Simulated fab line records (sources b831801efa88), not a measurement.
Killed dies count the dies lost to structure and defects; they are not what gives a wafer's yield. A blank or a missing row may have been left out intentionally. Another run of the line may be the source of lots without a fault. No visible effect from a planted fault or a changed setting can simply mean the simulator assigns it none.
Which tool is to blame?	flow sfq_line	21 wafers from 7 lots sampled at 2 of the route's 325 steps

== WHAT THE GAUGES READ, wafer by wafer ==
SFQ_M1_OVL_MEAS_911.
lot	measured	on	M1_OVL (nm)
L883	day 24 02:08	overlay-02	6 5 6
L887	day 26 04:40	overlay-02	4 2 0
L889	day 26 19:04	overlay-02	-3 -12 -1
L892	day 27 22:47	overlay-01	-4 4 0
L897	day 30 12:07	overlay-01	2 12 0
L902	day 33 01:34	overlay-02	5 11 15
L904	day 33 12:21	overlay-02	8 10 7

== EACH LOT AND THE TOOL THAT RAN IT (in order: tool; ch and the chambers of the sampled wafers; start) ==
lot	SFQ_TRILAYER_M0_BARC_OPEN_METAL_ETCH_031
L883	rie_metal-04 ch 0,1, day 12 07:11
L887	rie_metal-01 ch 0, day 13 14:19
L889	rie_metal-04 ch 0,1, day 14 06:38
L892	rie_metal-04 ch 0,1, day 15 10:29
L897	rie_metal-04 ch 0,1, day 17 13:01
L902	rie_metal-02 ch 0,1, day 19 18:04
L904	rie_metal-02 ch 0,1, day 20 12:10
- SFQ_TRILAYER_M0_BARC_OPEN_METAL_ETCH_031: etches BARC in O2, target depth 125 nm, time 41.7 s.

== THE ANSWER, worked out from the rows above alone ==
Rule: what is usual is taken from the lots themselves. Put in order of their means at a reading, lots are off if they are a third of the lots or fewer, leave a main group of 4 or more, and stand apart from it by a gap of 3 or more times the standard deviation of the main group's means; of several such gaps the widest counts. A main group is skipped when, at the precision printed for the reading in the tables above, its means are all equal. Also off: a lot with no number at a reading for which 4 or more lots have one. All remaining lots with rows at the step are treated as sound.
Nothing can be told from this: no lot is off at any reading shown.

== WHAT HAD BEEN PUT IN BY THE SIMULATOR ==
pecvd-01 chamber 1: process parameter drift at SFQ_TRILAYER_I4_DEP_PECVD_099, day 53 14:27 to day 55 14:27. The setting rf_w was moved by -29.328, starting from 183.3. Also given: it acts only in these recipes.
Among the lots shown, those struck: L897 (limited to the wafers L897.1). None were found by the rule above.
